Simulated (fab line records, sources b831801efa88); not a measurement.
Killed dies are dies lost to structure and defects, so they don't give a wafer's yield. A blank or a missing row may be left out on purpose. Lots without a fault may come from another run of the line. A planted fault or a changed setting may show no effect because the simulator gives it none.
A struck lot beside a sound one | flow sky130 | 16 steps out of a route of 708
Sound: wafers L363.3, L363.4, L363.6. Struck: wafer L360.1. (L360.2, L360.3 of the same lot were not struck and are left out.) The cause comes at the end.
At each step with rows: each side's tool, then ch and its chambers, then its first start. Under that, the readings that differ: sound wafers | struck wafers | difference of the means | sigmas: that difference in standard deviations of wafers without a fault.
alike: readings whose means differ by less than 2 such deviations, and words and numbers that are the same on both sides. not compared: withheld readings, readings that some wafer has no value for, bounds like >300 that may hide the same value, and numbers for which the record gives no deviation and whose values overlap.
The two part at a step that has a row with sigmas, a row that says differs or no value, or rows on one side only. Numbers that don't overlap but have no deviation are shown without sigmas and don't part them. A reading that every wafer of one side lacks parts them only if that side has two wafers or more.

first, 8 steps without rows for these wafers: SKY_CONTACT_DEHYDRATE_06 (time 60 s); SKY_CONTACT_HMDS_07 (prime time 60 s); SKY_CONTACT_COAT_08 (resist thk 60 nm); SKY_CONTACT_COAT_09 (resist thk 450 nm); SKY_CONTACT_SOFTBAKE_10 (time 90 s); SKY_CONTACT_EXPOSE_11 (exposes mask CTM1, target cd 170 nm); SKY_CONTACT_PEB_12; SKY_CONTACT_DEVELOP_13 (develop time 60 s).
SKY_CONTACT_CD_MEAS_14: target cd 170 nm.
  sound on cd_sem-02, day 35 11:46; struck on cd_sem-01, day 34 13:46
  alike: cd_nm
SKY_CONTACT_OVL_MEAS_15:
  sound on overlay-01, day 35 11:51; struck on overlay-01, day 34 13:53
  alike: CONTACT_OVL
SKY_CONTACT_ETCH_16: etches BARC in N2/H2, stops on SiO2, time 45.9 s, target depth 60 nm.
  sound on rie_diel-01 ch 0,2, day 35 11:53; struck on rie_diel-03 ch 1, day 34 13:56
  alike: bias_w, drypump_motor_current_A, n2_flow_sccm, oes_product_au, throttle_valve_pct
  not compared: rf_hours_counter_h
SKY_CONTACT_ETCH_17: etches SiO2 in C4F8/O2/Ar, stops on Si3N4, target depth 340 nm.
  sound on rie_diel-01 ch 0,2, day 35 11:55; struck on rie_diel-03 ch 1, day 34 13:58
  alike: bias_w, oes_product_au
SKY_CONTACT_ETCH_18: etches Si3N4 in CHF3/O2, stops on TiN, time 39 s, target depth 75 nm.
  sound on rie_diel-01 ch 0,2, day 35 11:00; struck on rie_diel-03 ch 1, day 34 14:00
  reading                                                | sound             | struck | difference | sigmas
  bias_w (W)                                             | 199.2 200.0 200.0 | 305.9  | +106.2     | +99 or more
  oes_product_au (a.u.)                                  | 0.862 0.863 0.868 | 0.844  | -0.020     | -2
  model.KrF-thick_of_CONTACT_COAT_09.thk_nm (nm)         | 241.1 244 244.8   | 234.6  | -8.7       |
  model.TiN_of_LOCAL_INTERCONNECT_SPUTTER_00.thk_nm (nm) | 99.9 100.3 99.88  | 98.92  | -1.11      |
  alike: drypump_motor_current_A, throttle_valve_pct
  not compared: rf_hours_counter_h
SKY_CONTACT_STRIP_19: strips in O2/N2.
  sound on plasma_asher-01 ch 0,1, day 35 12:02; struck on plasma_asher-03 ch 0, day 34 14:04
  reading                      | sound          | struck | difference                   | sigmas
  drypump_motor_current_A (A)  | 5.6 5.1 5.1    | 6.3    | +1.0                         | +3
  rf_hours_counter_h (h)       | - - -          | 6      | no value on the sound wafers |
  strip_time_to_endpoint_s (s) | 3.60 3.64 3.66 | 3.52   | -0.11                        | -3
  alike: n2_flow_sccm, oes_product_au
then, 1 step without rows for these wafers: SKY_CONTACT_STRIP_20 (strips in post etch residue remover, time 1200 s).
SKY_PAD_OPEN_PROBE_99:
  the record has rows for the sound wafers here (prober-02, day 48 17:04) and none for the struck ones

WHERE THEY PART
First at SKY_CONTACT_ETCH_18; last, within this record, at SKY_PAD_OPEN_PROBE_99.

WHY: what the simulator had put in
Process parameter drift: rie_diel-03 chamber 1, from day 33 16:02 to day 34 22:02, at SKY_CONTACT_ETCH_18. Setting bias_w, moved by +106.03, from 200. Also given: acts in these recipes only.
